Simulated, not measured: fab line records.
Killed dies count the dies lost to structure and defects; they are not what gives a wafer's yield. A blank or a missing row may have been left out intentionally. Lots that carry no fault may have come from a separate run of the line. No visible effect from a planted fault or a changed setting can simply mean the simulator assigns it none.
fab line records	flow sky130
[record] lots = 7	wafers = 19	last_day = 50
route steps=708 shown SONOS_ONO@184 GATE_OXIDE@187 PAD_OPEN@708
lots that met no fault: from a run of the same line without faults
start_h: hours from the record's opening day to when the first of the lot's shown wafers began	wait_h: how many hours have passed since the lot's step before this one	" repeats the value in the row above	L1.1+2: a single row standing in for several wafers	- no value, or no start was given	* or withheld: withheld	< > ~ a bound
route shown NAME@n: names a module that has steps shown in the file, with the first one's number in the route	usual: the fault-free wafers' mean and standard deviation	same: alike in all rows	chamber/n: place in a boat	sites: per-site readings	_std_site: standard deviation of those values	_edge_site: mean of outer sites minus mean of inner sites	radius_mm: how far each site lies from the wafer's centre	mask NAME#n: copy n	behind: tool/chamber where the wafer was last shaped	hold: what put the lot on hold/how long, in hours/how the hold closed	device: which transistor (n, p or np) failed to switch	end of line: the same wafers' tests at the end of the route	step lacking rows: just its recipe	killed: not the wafer's yield, but the dies lost to structure and defects at the first sort	map: per-die view of a wafer (x killed, . not killed, _ where there is no die)
set.NAME: the setting the step ran with; set.NAME@STEP: the setting that earlier step ran with	model.NAME: the simulator's own value behind a step, which no gauge read
certain route steps with their lots: each step a table, each wafer a row
services: a tool's chamber out of use, with start hour (start_h, from the record's first day; less than 0 if before it), hours out, and reason
[[steps]]
[step SKY_SONOS_ONO_WET_ETCH_16]
[recipe] chemistry = dHF	target_depth_nm = 14	dry = n2_spin	target = SiO2	dilution = 100:1	temp_c = 25	time_s = 280
[step SKY_SONOS_ONO_STRIP_17]
[recipe] chemistry = O2/N2	power_w = 1400	pressure_mtorr = 1500	platen_temp_c = withheld	o2_flow_sccm = 3000	n2_flow_sccm = 300	overash_fraction = 0.5
[usual] drypump_motor_current_A = 5.48/0.26	n2_flow_sccm = 300.0/0.94	oes_product_au = 0.711/0.0046	strip_time_to_endpoint_s = 14.10/0.044
lot.wafer	tool	chamber	start_h	wait_h	drypump_motor_current_A	n2_flow_sccm	oes_product_au	rf_hours_counter_h	strip_time_to_endpoint_s
L234.2	plasma_asher-04	0	312.92	0.0	5.23	298.3	0.714	64	14.08
L234.4	"	0	"	"	5.22	299.6	0.711	-	14.09
L234.6	"	0	"	"	5.27	300.4	0.714	-	14.14
L235.2	plasma_asher-03	0	319.72	0.0	5.68	300.6	0.706	50	14.10
L235.5	"	0	"	"	5.68	300.0	0.711	-	14.08
L235.6	"	1	"	"	5.59	299.5	0.715	-	14.08
L244.1	plasma_asher-03	1	387.37	0.0	5.60	299.1	0.706	58	14.08
L244.4	"	0	"	"	5.69	298.8	0.718	-	14.04
L244.5	"	0	"	"	5.70	298.9	0.710	-	14.12
L246.3	plasma_asher-04	1	407.33	0.0	5.10	300.0	0.702	-	14.16
L246.6	"	1	"	"	5.07	301.0	0.716	-	14.18
L247.1	plasma_asher-03	0	417.56	0.0	5.69	300.3	0.706	61	14.07
L247.4	"	1	"	"	5.59	301.6	0.710	-	14.05
L249.2	plasma_asher-03	1	436.53	0.0	5.59	300.0	0.709	63	14.16
L249.5	"	1	"	"	5.60	299.9	0.707	-	14.10
L249.6	"	0	"	"	5.70	299.2	0.708	-	14.11
L252.1	plasma_asher-04	0	459.55	0.0	5.17	300.9	0.709	3	14.09
L252.3	"	0	"	"	5.20	300.4	0.712	-	14.11
L252.6	"	1	"	"	5.12	300.8	0.713	-	14.15
[step SKY_SONOS_ONO_WET_ETCH_18]
[recipe] chemistry = H3PO4	target_depth_nm = 15	target = Si3N4	temp_c = 160	time_s = 172
[step SKY_GATE_OXIDE_CLEAN_00]
[recipe] chemistry = SC1/SC2	mix = 1:4:20	temp_c = 70	time_s = 150	dry = n2_spin
[step SKY_GATE_OXIDE_OXIDATION_01]
[recipe] temp_c = 900	ambient = O2	stabilise_s = 600	purge_s = 300	target_thk_a = 102.68	ox_time_s = 1473
[step SKY_GATE_OXIDE_THK_MEAS_02]
[recipe] reads = SiO2_of_GATE_OXIDE_OXIDATION_01
[usual] GATE_OXIDE_OXIDATION_00_THK = 10.27/0.2
lot.wafer	tool	chamber	start_h	wait_h	GATE_OXIDE_OXIDATION_00_THK[nm]
L234.2	film_metro-04	-	315.39	0.0	10.19
L234.4	"	-	"	"	10.11
L234.6	"	-	"	"	10.25
L235.2	film_metro-03	-	322.14	0.0	10.25
L235.5	"	-	"	"	10.06
L235.6	"	-	"	"	10.25
L244.1	film_metro-04	-	390.34	0.0	10.28
L244.4	"	-	"	"	10.40
L244.5	"	-	"	"	10.33
L246.3	film_metro-02	-	409.16	0.0	10.20
L246.6	"	-	"	"	10.17
L247.1	film_metro-03	-	420.28	0.0	10.37
L247.4	"	-	"	"	10.40
L249.2	film_metro-04	-	438.16	0.0	10.40
L249.5	"	-	"	"	10.16
L249.6	"	-	"	"	10.48
L252.1	film_metro-03	-	462.21	0.0	10.58
L252.3	"	-	"	"	10.63
L252.6	"	-	"	"	10.49
[step SKY_GATE_OXIDE_DEHYDRATE_03]
[recipe] temp_c = 200	time_s = 60
[step SKY_GATE_OXIDE_HMDS_04]
[recipe] prime_time_s = 60	prime_temp_c = 120
[step SKY_GATE_OXIDE_COAT_05]
[recipe] resist = NOVOLAK	spin_rpm = 3000	resist_thk_nm = 1140
[step SKY_GATE_OXIDE_SOFTBAKE_06]
[recipe] temp_c = 90	time_s = 60	resist = NOVOLAK
[step SKY_GATE_OXIDE_EXPOSE_07]
[recipe] mask_id = LVOM	na = 0.6	source_shape = conventional	sigma_outer = 0.6	polarization = unpolarized	target_cd_nm = 600	dose_mj = 170
[step SKY_GATE_OXIDE_PEB_08]
[recipe] temp_c = withheld	time_s = *	resist = NOVOLAK
[step SKY_GATE_OXIDE_DEVELOP_09]
[recipe] resist = NOVOLAK	developer = TMAH	develop_time_s = 60	dev_temp_c = 23
lot.wafer	tool	chamber	start_h	wait_h
L234.2+4+6	litho_track-04	0	342.21	0.1
L235.2+5+6	litho_track-02	0	348.63	0.1
L244.1+4+5	litho_track-04	0	419.99	0.1
L246.3+6	litho_track-04	0	438.89	0.1
L247.1+4	litho_track-04	0	450.84	0.1
L249.2+5+6	litho_track-02	0	468.28	0.1
L252.1+3+6	litho_track-01	0	492.48	0.1
[step SKY_GATE_OXIDE_OVL_MEAS_10]
[usual] GATE_OXIDE_OVL = 0.3/1.6
lot.wafer	tool	chamber	start_h	wait_h	GATE_OXIDE_OVL[nm]
L234.2	overlay-02	-	342.34	0.1	0.4
L234.4	"	-	"	"	-0.1
L234.6	"	-	"	"	-0.1
L235.2	overlay-02	-	348.76	0.1	-0.3
L235.5	"	-	"	"	0.3
L235.6	"	-	"	"	0.1
L244.1	overlay-01	-	420.14	0.1	1.2
L244.4	"	-	"	"	1.6
L244.5	"	-	"	"	1.6
L246.3	overlay-01	-	439.00	0.1	1.0
L246.6	"	-	"	"	1.2
L247.1	overlay-01	-	450.99	0.1	-0.7
L247.4	"	-	"	"	1.3
L249.2	overlay-02	-	468.41	0.1	-1.5
L249.5	"	-	"	"	-0.4
L249.6	"	-	"	"	-2.0
L252.1	overlay-02	-	492.63	0.1	0.3
L252.3	"	-	"	"	1.4
L252.6	"	-	"	"	1.6
[step SKY_GATE_OXIDE_IMPLANT_11]
[recipe] species = B	energy_kev = 10	dose_cm2 = 2.6e+12	tilt_deg = withheld
[step SKY_GATE_OXIDE_WET_ETCH_12]
[recipe] chemistry = dHF	target_depth_nm = 16.8	dry = n2_spin	target = SiO2	dilution = 100:1	temp_c = 25	time_s = 336
[step SKY_GATE_OXIDE_STRIP_13]
[recipe] chemistry = O2/N2	power_w = 1400	pressure_mtorr = 1500	platen_temp_c = withheld	o2_flow_sccm = 3000	n2_flow_sccm = 300	overash_fraction = 0.5
[usual] drypump_motor_current_A = 5.7/0.42	n2_flow_sccm = 300.1/0.75	oes_product_au = 0.716/0.0041	strip_time_to_endpoint_s = 14.18/0.042
lot.wafer	tool	chamber	start_h	wait_h	drypump_motor_current_A	n2_flow_sccm	oes_product_au	rf_hours_counter_h	strip_time_to_endpoint_s
L234.2	plasma_asher-02	1	342.63	0.0	5.1	299.6	0.722	65	14.18
L234.4	"	1	"	"	5.1	298.9	0.721	-	14.12
L234.6	"	1	"	"	5.1	299.4	0.711	-	14.17
L235.2	plasma_asher-02	1	349.04	0.0	5.1	300.3	0.717	66	14.17
L235.5	"	0	"	"	6.3	301.6	0.720	-	14.25
L235.6	"	1	"	"	5.1	298.7	0.719	-	14.14
L244.1	plasma_asher-02	1	420.43	0.0	5.1	301.1	0.717	72	14.16
L244.4	"	1	"	"	5.1	300.8	0.709	-	14.20
L244.5	"	1	"	"	5.1	299.3	0.712	-	14.13
L246.3	plasma_asher-01	0	439.32	0.0	5.3	299.0	0.711	-	14.22
L246.6	"	1	"	"	6.2	300.7	0.713	-	14.26
L247.1	plasma_asher-01	0	451.28	0.0	5.3	300.3	0.715	32	14.21
L247.4	"	0	"	"	5.3	299.9	0.712	-	14.22
L249.2	plasma_asher-03	1	468.69	0.0	5.6	300.1	0.718	66	14.21
L249.5	"	1	"	"	5.6	298.4	0.718	-	14.15
L249.6	"	0	"	"	5.7	299.0	0.716	-	14.19
L252.1	plasma_asher-03	1	492.94	0.0	5.6	301.0	0.715	69	14.21
L252.3	"	1	"	"	5.6	299.4	0.717	-	14.17
L252.6	"	0	"	"	5.7	300.5	0.713	-	14.19
[step SKY_GATE_OXIDE_TW_MEAS_14]
[usual] GATE_OXIDE_TW = 224.5/1.6
lot.wafer	tool	chamber	start_h	wait_h	GATE_OXIDE_TW
L234.2	film_metro-04	-	342.74	0.1	224.8
L234.4	"	-	"	"	224.8
L234.6	"	-	"	"	224.3
L235.2	film_metro-02	-	349.15	0.1	222.9
L235.5	"	-	"	"	223.2
L235.6	"	-	"	"	222.7
L244.1	film_metro-03	-	420.53	0.1	30.4
L244.4	"	-	"	"	224.7
L244.5	"	-	"	"	225.1
L246.3	film_metro-02	-	439.40	0.1	221.6
L246.6	"	-	"	"	29.7
L247.1	film_metro-04	-	451.38	0.1	30.3
L247.4	"	-	"	"	226.2
L249.2	film_metro-02	-	468.80	0.1	222.0
L249.5	"	-	"	"	223.4
L249.6	"	-	"	"	221.4
L252.1	film_metro-04	-	493.04	0.1	225.3
L252.3	"	-	"	"	227.7
L252.6	"	-	"	"	225.8
[step SKY_GATE_OXIDE_CLEAN_15]
[recipe] chemistry = SC1/SC2	mix = 1:4:20	temp_c = 70	time_s = 150	dry = n2_spin
[step SKY_PAD_OPEN_PROBE_99]
[usual] killed_at_M0_to_M3 = 43/6.5	killed_at_M4_up = 3.1/1.8	killed_at_contacts = 24/5.6	killed_at_front_end = 15/4.2	killed_at_other = 0.3/0.5	killed_dies = 86/8.9	killed_on_rim = 17/4.3	killed_open = 47/6.9	killed_short = 39/5.9
[same] gross_dies = 492	killed_at_back_side = 0
lot.wafer	tool	chamber	start_h	wait_h	killed_at_M0_to_M3	killed_at_M4_up	killed_at_contacts	killed_at_front_end	killed_at_other	killed_dies	killed_on_rim	killed_open	killed_short
L235.2	prober-01	-	1104.77	0.1	40	3	24	9	1	77	17	45	32
L235.5	prober-01	-	1104.92	0.2	32	2	23	16	0	73	19	47	26
L235.6	prober-01	-	1104.97	0.2	38	2	25	16	0	81	13	41	40
L244.1	prober-02	-	1151.62	0.1	43	4	17	428	0	492	96	45	34
L244.4	prober-02	-	1151.77	0.2	43	3	19	15	0	80	12	39	41
L244.5	prober-02	-	1151.82	0.2	44	2	31	10	0	87	10	49	38
L246.3	prober-02	-	1158.07	0.2	38	3	25	23	0	89	16	46	43
L246.6	prober-02	-	1158.22	0.2	38	2	23	429	0	492	96	48	40
L247.1	prober-01	-	1167.31	0.1	34	6	30	422	0	492	96	43	43
L249.2	prober-01	-	1176.58	0.1	48	5	29	15	0	97	20	56	41
L249.5	prober-01	-	1176.73	0.2	46	3	26	7	0	82	18	45	37
L249.6	prober-01	-	1176.78	0.2	46	2	27	17	0	92	21	43	49
L252.1	prober-02	-	1190.41	0.1	46	1	35	11	0	93	19	51	42
L252.3	prober-02	-	1190.51	0.2	52	2	35	16	1	106	11	47	59
L252.6	prober-02	-	1190.66	0.2	38	1	32	17	1	89	19	52	37
// killed by level:class
L235.2 LI_CONTACT:geometric_particle:open=13 VIA1:geometric_particle:open=8 CONTACT:geometric_particle:open=6 VIA3:geometric_particle:open=6 VIA2:geometric_particle:short=5 METAL1:geometric_particle:short=4 LI_CONTACT:geometric_particle:short=3 METAL2:geometric_particle:short=3
L235.5 VIA3:geometric_particle:open=10 LI_CONTACT:geometric_particle:open=7 FIELD_ISO:geometric_particle:open=6 CONTACT:geometric_particle:open=6 VIA2:geometric_particle:open=6 LI_CONTACT:geometric_particle:short=4 METAL1:geometric_particle:short=4 VIA1:geometric_particle:open=4
L235.6 LI_CONTACT:geometric_particle:open=9 VIA1:geometric_particle:open=7 VIA2:geometric_particle:open=7 FIELD_ISO:geometric_particle:short=6 VIA3:geometric_particle:short=6 FIELD_ISO:geometric_particle:open=5 CONTACT:geometric_particle:open=5 METAL2:geometric_particle:short=4
L244.1 GATE_OXIDE:area_develop=413 VIA1:geometric_particle:open=13 VIA1:geometric_particle:short=9 CONTACT:geometric_particle:open=8 VIA2:geometric_particle:open=6 LI_CONTACT:geometric_particle:open=4 VIA3:geometric_particle:open=4 METAL2:geometric_particle:short=4
L244.4 VIA1:geometric_particle:open=10 METAL2:geometric_particle:short=8 CONTACT:geometric_particle:open=7 VIA2:geometric_particle:open=6 METAL1:geometric_particle:short=6 VIA2:geometric_particle:short=5 FIELD_ISO:geometric_particle:open=4 VIA1:geometric_particle:short=4
L244.5 VIA1:geometric_particle:open=11 LI_CONTACT:geometric_particle:open=10 CONTACT:geometric_particle:short=8 CONTACT:geometric_particle:open=8 METAL2:geometric_particle:short=8 VIA2:geometric_particle:open=6 FIELD_ISO:geometric_particle:open=4 VIA1:geometric_particle:short=4
L246.3 VIA1:geometric_particle:open=10 CONTACT:geometric_particle:open=8 POLY_GATE:geometric_particle:open=6 CONTACT:geometric_particle:short=6 METAL1:geometric_particle:short=6 LOCAL_INTERCONNECT:geometric_particle:short=5 VIA3:geometric_particle:open=5 FIELD_ISO:geometric_particle:open=4
L246.6 GATE_OXIDE:area_develop=404 CONTACT:geometric_particle:open=13 FIELD_ISO:geometric_particle:short=7 VIA1:geometric_particle:open=7 METAL2:geometric_particle:short=7 FIELD_ISO:geometric_particle:open=6 METAL1:geometric_particle:short=5 POLY_GATE:geometric_particle:short=4
L247.1 GATE_OXIDE:area_develop=406 CONTACT:geometric_particle:open=11 VIA1:geometric_particle:open=9 CONTACT:geometric_particle:short=8 METAL4:geometric_particle:short=6 LI_CONTACT:geometric_particle:open=5 LOCAL_INTERCONNECT:geometric_particle:short=5 METAL2:geometric_particle:short=5
L249.2 LI_CONTACT:geometric_particle:open=13 VIA1:geometric_particle:open=11 VIA3:geometric_particle:open=10 CONTACT:geometric_particle:short=6 VIA2:geometric_particle:short=6 METAL2:geometric_particle:short=6 FIELD_ISO:geometric_particle:open=5 CONTACT:geometric_particle:open=5
L249.5 LI_CONTACT:geometric_particle:open=10 CONTACT:geometric_particle:open=10 VIA1:geometric_particle:open=9 VIA1:geometric_particle:short=7 VIA2:geometric_particle:open=7 METAL1:geometric_particle:short=4 METAL2:geometric_particle:short=4 VIA3:geometric_particle:short=4
L249.6 VIA1:geometric_particle:open=11 CONTACT:geometric_particle:open=10 FIELD_ISO:geometric_particle:short=6 METAL1:geometric_particle:short=6 CONTACT:geometric_particle:short=6 VIA2:geometric_particle:open=6 LOCAL_INTERCONNECT:geometric_particle:short=5 VIA3:geometric_particle:open=5
L252.1 CONTACT:geometric_particle:open=12 LI_CONTACT:geometric_particle:open=8 METAL2:geometric_particle:short=8 VIA1:geometric_particle:open=8 VIA2:geometric_particle:open=8 LOCAL_INTERCONNECT:geometric_particle:short=7 CONTACT:geometric_particle:short=6 VIA1:geometric_particle:short=5
L252.3 CONTACT:geometric_particle:open=14 METAL2:geometric_particle:short=9 VIA1:geometric_particle:short=9 LI_CONTACT:geometric_particle:open=8 CONTACT:geometric_particle:short=8 VIA1:geometric_particle:open=7 POLY_GATE:geometric_particle:short=7 VIA3:geometric_particle:open=5
L252.6 VIA1:geometric_particle:open=12 CONTACT:geometric_particle:open=11 LI_CONTACT:geometric_particle:open=10 CONTACT:geometric_particle:short=8 METAL2:geometric_particle:short=5 VIA2:geometric_particle:open=5 POLY_CUT:geometric_particle:open=4 VIA3:geometric_particle:open=4
// map L244.1 (x killed, . not)
__________xxxxxxxxxx_________
________xxxxxxxxxxxxxx_______
______xxxxxxxxxxxxxxxxxx_____
_____xxxxxxxxxxxxxxxxxxxx____
____xxxxxxxxxxxxxxxxxxxxxx___
___xxxxxxxxxxxxxxxxxxxxxxxx__
__xxxxxxxxxxxxxxxxxxxxxxxxxx_
_xxxxxxxxxxxxxxxxxxxxxxxxxxxx
_xxxxxxxxxxxxxxxxxxxxxxxxxxxx
_xxxxxxxxxxxxxxxxxxxxxxxxxxxx
_xxxxxxxxxxxxxxxxxxxxxxxxxxxx
_xxxxxxxxxxxxxxxxxxxxxxxxxxxx
_xxxxxxxxxxxxxxxxxxxxxxxxxxxx
_xxxxxxxxxxxxxxxxxxxxxxxxxxxx
_xxxxxxxxxxxxxxxxxxxxxxxxxxxx
__xxxxxxxxxxxxxxxxxxxxxxxxxx_
___xxxxxxxxxxxxxxxxxxxxxxxx__
____xxxxxxxxxxxxxxxxxxxxxx___
_____xxxxxxxxxxxxxxxxxxxx____
______xxxxxxxxxxxxxxxxxx_____
________xxxxxxxxxxxxxx_______
__________xxxxxxxxxx_________
// map L246.6 (x killed, . not)
__________xxxxxxxxxx_________
________xxxxxxxxxxxxxx_______
______xxxxxxxxxxxxxxxxxx_____
_____xxxxxxxxxxxxxxxxxxxx____
____xxxxxxxxxxxxxxxxxxxxxx___
___xxxxxxxxxxxxxxxxxxxxxxxx__
__xxxxxxxxxxxxxxxxxxxxxxxxxx_
_xxxxxxxxxxxxxxxxxxxxxxxxxxxx
_xxxxxxxxxxxxxxxxxxxxxxxxxxxx
_xxxxxxxxxxxxxxxxxxxxxxxxxxxx
_xxxxxxxxxxxxxxxxxxxxxxxxxxxx
_xxxxxxxxxxxxxxxxxxxxxxxxxxxx
_xxxxxxxxxxxxxxxxxxxxxxxxxxxx
_xxxxxxxxxxxxxxxxxxxxxxxxxxxx
_xxxxxxxxxxxxxxxxxxxxxxxxxxxx
__xxxxxxxxxxxxxxxxxxxxxxxxxx_
___xxxxxxxxxxxxxxxxxxxxxxxx__
____xxxxxxxxxxxxxxxxxxxxxx___
_____xxxxxxxxxxxxxxxxxxxx____
______xxxxxxxxxxxxxxxxxx_____
________xxxxxxxxxxxxxx_______
__________xxxxxxxxxx_________
[[services]]
tool	chamber	start_h	hours	kind
plasma_asher-03	-	296.06	5.4	repair
plasma_asher-02	-	298.87	1.3	repair
plasma_asher-04	-	337.42	14.6	pm
plasma_asher-02	-	389.29	1.5	repair
plasma_asher-04	-	421.25	9.0	pm
plasma_asher-04	0	421.25	9.0	vent_cycle
plasma_asher-04	1	421.25	9.0	vent_cycle
plasma_asher-04	0	430.25	-	clean
plasma_asher-04	1	430.25	-	clean
plasma_asher-02	-	437.96	3.0	pm
plasma_asher-02	-	444.37	4.4	repair
plasma_asher-02	-	469.78	2.8	pm
plasma_asher-02	-	489.08	8.1	repair
[[key]]
[first_sign] step = SKY_GATE_OXIDE_TW_MEAS_14	reading = GATE_OXIDE_TW	direction = down	sigmas = 99+	usual = 224.5	struck = 30.1
[effect] step = SKY_PAD_OPEN_PROBE_99	reading = killed_at_front_end	direction = up	sigmas = 97	usual = 15	struck = 426
[more_kills_born_at] SKY_GATE_OXIDE_DEVELOP_09@litho_track-04 = 1223
met_at SKY_GATE_OXIDE_DEVELOP_09
struck_wafers L244.1,L246.6,L247.1
later_rows_left_out L244.1,L246.6,L247.1
tester_left_out L244,L246,L247
onset_between 342.21 419.99
[fault] kind = process_parameter_drift	tool = litho_track-04	chamber = -	onset_h = 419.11	steps = SKY_GATE_OXIDE_DEVELOP_09	channel = develop_time_s	offset = *	shape = step	end_h = 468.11	scope = struck_wafers_only	acts_in = *	stated = *
// tester_left_out: of these lots the tester's yield and bins aren't shown, on N5 and GAA mostly nor the transistor test; their killed dies are dies lost to structure and defects alone, not to doping, threshold or leakage, so they don't give the yield
// later_rows_left_out: the simulator's readings of these wafers behind a module that went badly wrong aren't trusted and aren't shown, but for the sort
